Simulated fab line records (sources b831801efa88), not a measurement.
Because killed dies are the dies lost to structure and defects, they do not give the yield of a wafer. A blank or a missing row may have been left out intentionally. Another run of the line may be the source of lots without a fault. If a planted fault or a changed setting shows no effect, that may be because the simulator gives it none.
A struck lot beside a sound one    flow sky130    18 out of 708 route steps
Sound: the wafers L942.1, L942.2, L942.4. Struck: wafers L954.1, L954.3, L954.4. Last of all comes the cause.
Per side, at each step with rows, come the tool, then ch with its chambers, and then its first start. Under that, the readings that differ: sound wafers    struck wafers    difference of the means    sigmas: that difference in standard deviations of wafers without a fault.
alike: readings with means less than 2 such deviations apart, plus words and numbers identical on both sides. not compared: withheld readings, readings lacking a value on some wafer, bounds such as >300 that could conceal the same value, and numbers that have no deviation in the record and whose values overlap.
Wherever a step has rows on one side only, a row that says differs or no value, or a row with sigmas, the two part there. Numbers that don't overlap but have no deviation are shown without sigmas and don't part them. Lack of a reading on every wafer of one side parts them only where that side has two or more wafers.

first, 3 steps without rows for these wafers: SKY_POLY_CUT_EXPOSE_05 (exposes mask NPCM, target cd 270 nm); SKY_POLY_CUT_PEB_06; SKY_POLY_CUT_DEVELOP_07 (develop time 60 s).
SKY_POLY_CUT_CD_MEAS_08 targets a cd of 270 nm.
  struck on cd sem-02, day 28 20:43; sound on cd sem-02, day 24 23:58
  alike: cd nm
SKY_POLY_CUT_OVL_MEAS_09:
  struck on overlay-01, day 28 20:50; sound on overlay-02, day 25 00:05
  alike: POLY_CUT_OVL
SKY_POLY_CUT_ETCH_10: etches BARC in N2/H2, stops on SiO2, time 45.9 s, target depth 60 nm.
  sound on rie diel-01 ch 1,2,3, day 25 00:08; struck on rie diel-01 ch 0,2,3, day 28 20:52
  alike: drypump motor current A, oes product au, throttle valve pct
  not compared: rf hours counter h
SKY_POLY_CUT_ETCH_11: etches Si3N4 in CF4/CH2F2/Ar, stops on poly-Si, time 42.5 s, target depth 60 nm.
  sound on rie diel-01 ch 1,2,3, day 25 00:10; struck on rie diel-01 ch 0,2,3, day 28 20:55
  alike: drypump motor current A, mfc ar sccm, oes product au, throttle valve pct
  not compared: rf hours counter h
SKY_POLY_CUT_STRIP_12: strips in O2/N2.
  sound on plasma asher-01 ch 0,1, day 25 00:13; struck on plasma asher-04 ch 0,1, day 28 20:57
  alike: drypump motor current A, oes product au, strip time to endpoint s
  not compared: rf hours counter h
then, 4 steps without rows for these wafers: SKY_SD_P_DEHYDRATE_00 (time 60 s); SKY_SD_P_HMDS_01 (prime time 60 s); SKY_SD_P_COAT_02 (resist thk 1140 nm); SKY_SD_P_SOFTBAKE_03 (time 60 s).
SKY_SD_P_EXPOSE_04: exposes mask PSDM, target cd 380 nm.
  sound on iline stepper-02 ch 0, day 25 15:20; struck on iline stepper-02 ch 0, day 29 11:23
reading  sound                 struck                         difference  sigmas
mask     PSDM#0 PSDM#0 PSDM#0  PSDM_R1#0 PSDM_R1#0 PSDM_R1#0  differs     
following that, these wafers have no rows for 1 step: SKY_SD_P_PEB_05.
SKY_SD_P_DEVELOP_06: develop time 60.8 s.
  sound on litho track-03 ch 0, day 26 05:11; struck on litho track-02 ch 0, day 30 00:34
reading                sound              struck             difference  sigmas
model.SD_P.cd nm (nm)  382.4 383.2 381.1  409.9 413.9 409.4  +28.8       
  alike: chill plate temp C, developer temp C
SKY_SD_P_CD_MEAS_07 targets a cd of 380 nm.
  struck on cd sem-02, day 30 00:43; sound on cd sem-01, day 26 05:20
reading     sound              struck             difference  sigmas
cd nm (nm)  382.6 383.3 381.4  409.7 414.1 409.3  +28.6       +11
SKY_SD_P_OVL_MEAS_08:
  struck on overlay-02, day 30 00:50; sound on overlay-01, day 26 05:27
  alike: SD_P_OVL
-- a jump in the record: the struck wafers' starts before and after are 19 days apart (it breaks off in module SD_P and resumes in module PAD_OPEN, where the first step shown is number 708 of the route) --
SKY_PAD_OPEN_PROBE_99:
  struck on prober-01, day 48 23:53; sound on prober-01, day 46 13:18
reading             sound     struck    difference  sigmas
killed at contacts  28 33 31  20 22 18  -11         -2
  alike: killed_at_M0_to_M3, killed_at_M4_up, killed at front end, killed at other, killed dies, killed open, killed short

== WHERE THEY PART ==
At SKY_SD_P_EXPOSE_04 first; at SKY_PAD_OPEN_PROBE_99 last (within this record only).

WHY: what had been put in by the simulator
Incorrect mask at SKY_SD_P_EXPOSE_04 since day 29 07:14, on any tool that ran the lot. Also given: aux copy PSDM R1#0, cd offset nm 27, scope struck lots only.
